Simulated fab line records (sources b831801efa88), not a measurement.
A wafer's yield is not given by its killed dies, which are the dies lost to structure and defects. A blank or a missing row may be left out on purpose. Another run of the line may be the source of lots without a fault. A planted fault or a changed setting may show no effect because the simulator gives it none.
Which tool did it? :: flow sky130 :: Sampling: 12 lots, 36 wafers, 3 of 708 route steps

WHAT EACH GAUGE READ, for each wafer
SKY_POLY_GATE_THK_MEAS_01. Usual: POLY_GATE_CVD_00_THK typically reads 179.8 nm, with standard deviation 1.9.
lot: L911
measured: day 14 23:52
on: film_metro-01
POLY_GATE_CVD_00_THK (nm): 178.9 177.0 177.8
flag: 

lot: L912
measured: day 15 07:13
on: film_metro-01
POLY_GATE_CVD_00_THK (nm): 175.2 176.8 175.2
flag: 

lot: L914
measured: day 16 07:06
on: film_metro-01
POLY_GATE_CVD_00_THK (nm): 177.1 177.6 178.5
flag: 

lot: L915
measured: day 16 15:43
on: film_metro-02
POLY_GATE_CVD_00_THK (nm): 180.8 180.1 181.5
flag: 

lot: L918
measured: day 17 13:07
on: film_metro-03
POLY_GATE_CVD_00_THK (nm): 180.9 180.1 181.1
flag: 

lot: L919
measured: day 17 23:16
on: film_metro-03
POLY_GATE_CVD_00_THK (nm): 177.8 177.8 178.8
flag: 

lot: L923
measured: day 19 10:52
on: film_metro-01
POLY_GATE_CVD_00_THK (nm): 179.4 180.2 178.6
flag: 

lot: L926
measured: day 20 15:02
on: film_metro-03
POLY_GATE_CVD_00_THK (nm): 178.4 179.6 179.2
flag: 

lot: L927
measured: day 20 19:26
on: film_metro-02
POLY_GATE_CVD_00_THK (nm): 179.5 179.7 179.9
flag: 

lot: L928
measured: day 21 07:24
on: film_metro-03
POLY_GATE_CVD_00_THK (nm): 181.0 180.3 178.5
flag: 

lot: L929
measured: day 21 16:19
on: film_metro-03
POLY_GATE_CVD_00_THK (nm): 182.0 181.7 181.8
flag: 

lot: L930
measured: day 22 00:42
on: film_metro-02
POLY_GATE_CVD_00_THK (nm): 182.0 182.5 182.1
flag: 

SKY_POLY_CUT_OVL_MEAS_09. Usual: POLY_CUT_OVL typically reads -3 nm, with standard deviation 6.1.
lot: L911
measured: day 25 10:11
on: overlay-01
POLY_CUT_OVL (nm): -14 -3 -8
flag: 

lot: L912
measured: day 25 16:59
on: overlay-02
POLY_CUT_OVL (nm): 2 -1 -3
flag: 

lot: L914
measured: day 26 19:27
on: overlay-01
POLY_CUT_OVL (nm): -1 -1 -5
flag: 

lot: L915
measured: day 27 06:06
on: overlay-01
POLY_CUT_OVL (nm): -4 -12 -9
flag: 

lot: L918
measured: day 28 00:47
on: overlay-02
POLY_CUT_OVL (nm): -12 -9 -3
flag: 

lot: L919
measured: day 28 09:56
on: overlay-02
POLY_CUT_OVL (nm): -7 -3 -8
flag: 

lot: L923
measured: day 29 22:02
on: overlay-01
POLY_CUT_OVL (nm): 11 7 5
flag: 

lot: L926
measured: day 30 20:47
on: overlay-02
POLY_CUT_OVL (nm): 1 2 2
flag: 

lot: L927
measured: day 30 22:44
on: overlay-01
POLY_CUT_OVL (nm): 0 -4 2
flag: 

lot: L928
measured: day 31 11:11
on: overlay-01
POLY_CUT_OVL (nm): 8 3 4
flag: 

lot: L929
measured: day 31 20:32
on: overlay-02
POLY_CUT_OVL (nm): -2 -3 -1
flag: 

lot: L930
measured: day 32 04:47
on: overlay-02
POLY_CUT_OVL (nm): 1 2 -5
flag: 

WHAT TOOL EACH LOT RAN ON (gives the tool, then ch and the chambers of the sampled wafers, and finally the start)
lot: L911
SKY_GATE_OXIDE_OXIDATION_16: furnace-02 ch 0, day 14 21:07

lot: L912
SKY_GATE_OXIDE_OXIDATION_16: furnace-02 ch 0, day 15 03:52

lot: L914
SKY_GATE_OXIDE_OXIDATION_16: furnace-01 ch 0, day 16 04:21

lot: L915
SKY_GATE_OXIDE_OXIDATION_16: furnace-02 ch 0, day 16 12:59

lot: L918
SKY_GATE_OXIDE_OXIDATION_16: furnace-02 ch 0, day 17 10:23

lot: L919
SKY_GATE_OXIDE_OXIDATION_16: furnace-02 ch 0, day 17 20:31

lot: L923
SKY_GATE_OXIDE_OXIDATION_16: furnace-01 ch 0, day 19 08:08

lot: L926
SKY_GATE_OXIDE_OXIDATION_16: furnace-01 ch 0, day 20 12:18

lot: L927
SKY_GATE_OXIDE_OXIDATION_16: furnace-02 ch 0, day 20 16:41

lot: L928
SKY_GATE_OXIDE_OXIDATION_16: furnace-02 ch 0, day 21 04:40

lot: L929
SKY_GATE_OXIDE_OXIDATION_16: furnace-02 ch 0, day 21 13:35

lot: L930
SKY_GATE_OXIDE_OXIDATION_16: furnace-02 ch 0, day 21 21:58
- SKY_GATE_OXIDE_OXIDATION_16: stabilise 600 s, purge 300 s, target thk 3.57 nm.

WHAT THE TOOLS THEMSELVES READ (means of the sampled wafers that have a number; where no wafer has one, the mark that the record gives instead)
SKY_GATE_OXIDE_OXIDATION_16. Usual: spike_tc_bottom_C 817 C, standard deviation 4.3; spike_tc_centre_C 799.4 C, standard deviation 1.4; spike_tc_lower_C 801.0 C, standard deviation 1.1; spike_tc_top_C 815.1 C, standard deviation 1.1; spike_tc_upper_C 800.8 C, standard deviation 1; tube_center_temp_C 800 C, standard deviation 0.07; tube_center_temp_C_max 802.1, standard deviation 0.31; zone_power_bottom_pct 20.3 %, standard deviation 1.3.
lot: L911
tool: furnace-02
spike_tc_bottom_C (C): 815
spike_tc_centre_C (C): 799.0
spike_tc_lower_C (C): 800.9
spike_tc_top_C (C): 814.5
spike_tc_upper_C (C): 799.5
tube_center_temp_C (C): 800
tube_center_temp_C_max: 802.3
zone_power_bottom_pct (%): 19.3
flag: 

lot: L912
tool: furnace-02
spike_tc_bottom_C (C): 814
spike_tc_centre_C (C): 798.6
spike_tc_lower_C (C): 801.0
spike_tc_top_C (C): 815.2
spike_tc_upper_C (C): 800.4
tube_center_temp_C (C): 800
tube_center_temp_C_max: 802.3
zone_power_bottom_pct (%): 19.4
flag: 

lot: L914
tool: furnace-01
spike_tc_bottom_C (C): 822
spike_tc_centre_C (C): 800.9
spike_tc_lower_C (C): 800.7
spike_tc_top_C (C): 816.7
spike_tc_upper_C (C): 801.4
tube_center_temp_C (C): 800
tube_center_temp_C_max: 802.1
zone_power_bottom_pct (%): 22.1
flag: 

lot: L915
tool: furnace-02
spike_tc_bottom_C (C): 814
spike_tc_centre_C (C): 797.4
spike_tc_lower_C (C): 800.8
spike_tc_top_C (C): 814.5
spike_tc_upper_C (C): 801.1
tube_center_temp_C (C): 800
tube_center_temp_C_max: 802.0
zone_power_bottom_pct (%): 19.5
flag: 

lot: L918
tool: furnace-02
spike_tc_bottom_C (C): 804
spike_tc_centre_C (C): 787.0
spike_tc_lower_C (C): 790.8
spike_tc_top_C (C): 804.8
spike_tc_upper_C (C): 789.4
tube_center_temp_C (C): 789
tube_center_temp_C_max: 791.3
zone_power_bottom_pct (%): 18.7
flag: OFF

lot: L919
tool: furnace-02
spike_tc_bottom_C (C): 804
spike_tc_centre_C (C): 787.9
spike_tc_lower_C (C): 790.8
spike_tc_top_C (C): 803.7
spike_tc_upper_C (C): 789.9
tube_center_temp_C (C): 789
tube_center_temp_C_max: 791.6
zone_power_bottom_pct (%): 18.9
flag: OFF

lot: L923
tool: furnace-01
spike_tc_bottom_C (C): 823
spike_tc_centre_C (C): 800.6
spike_tc_lower_C (C): 800.2
spike_tc_top_C (C): 815.9
spike_tc_upper_C (C): 800.8
tube_center_temp_C (C): 800
tube_center_temp_C_max: 801.7
zone_power_bottom_pct (%): 22.1
flag: 

lot: L926
tool: furnace-01
spike_tc_bottom_C (C): 824
spike_tc_centre_C (C): 800.9
spike_tc_lower_C (C): 799.8
spike_tc_top_C (C): 815.6
spike_tc_upper_C (C): 801.2
tube_center_temp_C (C): 800
tube_center_temp_C_max: 802.1
zone_power_bottom_pct (%): 22.1
flag: 

lot: L927
tool: furnace-02
spike_tc_bottom_C (C): 814
spike_tc_centre_C (C): 799.1
spike_tc_lower_C (C): 801.3
spike_tc_top_C (C): 813.5
spike_tc_upper_C (C): 800.6
tube_center_temp_C (C): 800
tube_center_temp_C_max: 801.9
zone_power_bottom_pct (%): 19.3
flag: 

lot: L928
tool: furnace-02
spike_tc_bottom_C (C): 815
spike_tc_centre_C (C): 799.6
spike_tc_lower_C (C): 802.3
spike_tc_top_C (C): 814.1
spike_tc_upper_C (C): 801.0
tube_center_temp_C (C): 800
tube_center_temp_C_max: 802.0
zone_power_bottom_pct (%): 19.5
flag: 

lot: L929
tool: furnace-02
spike_tc_bottom_C (C): 814
spike_tc_centre_C (C): 798.6
spike_tc_lower_C (C): 802.4
spike_tc_top_C (C): 815.5
spike_tc_upper_C (C): 800.5
tube_center_temp_C (C): 800
tube_center_temp_C_max: 802.3
zone_power_bottom_pct (%): 19.5
flag: 

lot: L930
tool: furnace-02
spike_tc_bottom_C (C): 815
spike_tc_centre_C (C): 798.7
spike_tc_lower_C (C): 801.9
spike_tc_top_C (C): 814.0
spike_tc_upper_C (C): 800.8
tube_center_temp_C (C): 800
tube_center_temp_C_max: 802.0
zone_power_bottom_pct (%): 19.5
flag: 

THE ANSWER, worked out from the rows above alone
Rule: lot off if the mean of its wafers having a number is beyond 3 standard deviations from the usual mean. Also off: a lot with no number at a reading for which 4 or more lots have one. The other lots that the step has rows for count as sound. After the gauges, taken in route order, come the tools' own readings; for these a lot's mean is taken, as printed above. At the first step where some lot is off, the reading lying furthest off is the one used; lots without a number count as furthest.
Off, at SKY_GATE_OXIDE_OXIDATION_16 on tube_center_temp_C: L918, L919.
If a tool, at that step or one of the process steps before it, ran each lot that is off and ran no sound lot following the first of them, it fits. Not one of the candidates tried fits.

WHAT THE SIMULATOR PUT IN
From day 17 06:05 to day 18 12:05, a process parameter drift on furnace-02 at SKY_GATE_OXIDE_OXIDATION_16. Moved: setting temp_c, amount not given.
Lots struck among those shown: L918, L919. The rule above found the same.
